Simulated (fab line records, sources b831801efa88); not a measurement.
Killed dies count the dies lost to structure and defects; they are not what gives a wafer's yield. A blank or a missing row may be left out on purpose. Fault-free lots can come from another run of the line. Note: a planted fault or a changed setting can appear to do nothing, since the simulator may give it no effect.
Which tool is to blame?    flow gf180mcu    11 lots, 30 wafers sampled, at 4 steps of a route of 602

## WHAT THE GAUGES SHOWED, per wafer
GF_CONTACT_RS_MEAS_25: measures by four-point-probe.
lot   measured      on            CONTACT_W_RS (ohm/sq)
L805  day 17 04:13  filmMetro-04  0.374 0.382 0.385
L808  day 18 10:28  filmMetro-04  0.255 0.256 0.255 0.255
L809  day 19 07:58  filmMetro-01  0.249 0.251 0.249 0.251
L810  day 19 09:30  filmMetro-04  0.251 0.377 0.250 0.378
L817  day 21 16:19  filmMetro-01  0.376 0.372 0.378
L820  day 22 14:25  filmMetro-03  0.379 0.390 0.387
L821  day 22 22:37  filmMetro-01  0.376 0.374 0.373
L822  day 23 03:39  filmMetro-01  0.375 0.381 0.379
L824  day 23 22:13  filmMetro-04  0.377 0.388 0.384
L825  day 24 05:22  filmMetro-01  0.373 0.383 0.379
L826  day 24 10:10  filmMetro-03  0.375 0.376 0.383

## WHAT TOOL EACH LOT RAN ON (gives the tool, then ch and the chambers of the sampled wafers, and finally the start)
lot   GF_CONTACT_ETCH_16                 GF_CONTACT_SPUTTER_22        GF_CONTACT_CVD_24
L805  rieDiel-01 ch 1,3, day 17 03:30    pvdSputter-01, day 17 03:58  cvdW-01 ch 0,1, day 17 04:06
L808  rieDiel-04 ch 2,3, day 18 09:47    pvdSputter-03, day 18 10:16  cvdW-02 ch 0, day 18 10:22
L809  rieDiel-03 ch 1,2, day 19 07:18    pvdSputter-03, day 19 07:46  cvdW-02 ch 1, day 19 07:52
L810  rieDiel-04 ch 0,1, day 19 08:47    pvdSputter-03, day 19 09:16  cvdW-02 ch 1, day 19 09:24
L817  rieDiel-03 ch 0,1,2, day 21 15:38  pvdSputter-01, day 21 16:07  cvdW-01 ch 0,1, day 21 16:13
L820  rieDiel-01 ch 0,1,2, day 22 13:45  pvdSputter-02, day 22 14:13  cvdW-02 ch 0,1, day 22 14:19
L821  rieDiel-04 ch 0,3, day 22 21:56    pvdSputter-01, day 22 22:24  cvdW-02 ch 1, day 22 22:30
L822  rieDiel-03 ch 1,2, day 23 02:58    pvdSputter-03, day 23 03:26  cvdW-02 ch 0,1, day 23 03:32
L824  rieDiel-01 ch 0,1,2, day 23 21:32  pvdSputter-02, day 23 22:01  cvdW-02 ch 0,1, day 23 22:07
L825  rieDiel-04 ch 0,1,2, day 24 04:42  pvdSputter-03, day 24 05:10  cvdW-02 ch 0,1, day 24 05:16
L826  rieDiel-03 ch 0,3, day 24 09:29    pvdSputter-02, day 24 09:58  cvdW-02 ch 0,1, day 24 10:04
- GF_CONTACT_ETCH_16: etches BARC in N2/H2.
- GF_CONTACT_SPUTTER_22: material Ti, target thk 15 nm, time 80.02 s.
- GF_CONTACT_CVD_24: deposits W, target thk 300 nm, time 90.339 s.

## THE ANSWER, worked out from the rows above alone
Rule: usual is defined by the lots themselves. The widest of any qualifying gaps counts: lots, ordered by their means at a reading, are off when they make up no more than a third of the lots, leave a main group of 4 or more, and stand apart from it by 3 or more times the standard deviation of that group's means. A main group whose means are all the same, to the digits that the tables above print for the reading, isn't used. A lot without any number at a reading at which 4 lots or more have one is off too. All remaining lots with rows at the step are treated as sound.
Off: at GF_CONTACT_RS_MEAS_25 (CONTACT_W_RS), L808, L809, L810. The main group has a mean of 0.379 ohm/sq with a standard deviation of 0.0034.
If a tool, at a process step before that reading, ran all the lots that are off and no sound lot after the first of them, it fits. Those tools and the gauges at GF_CONTACT_RS_MEAS_25 are tried in the same way. None of those tried fits.

## WHAT THE SIMULATOR HAD INSERTED
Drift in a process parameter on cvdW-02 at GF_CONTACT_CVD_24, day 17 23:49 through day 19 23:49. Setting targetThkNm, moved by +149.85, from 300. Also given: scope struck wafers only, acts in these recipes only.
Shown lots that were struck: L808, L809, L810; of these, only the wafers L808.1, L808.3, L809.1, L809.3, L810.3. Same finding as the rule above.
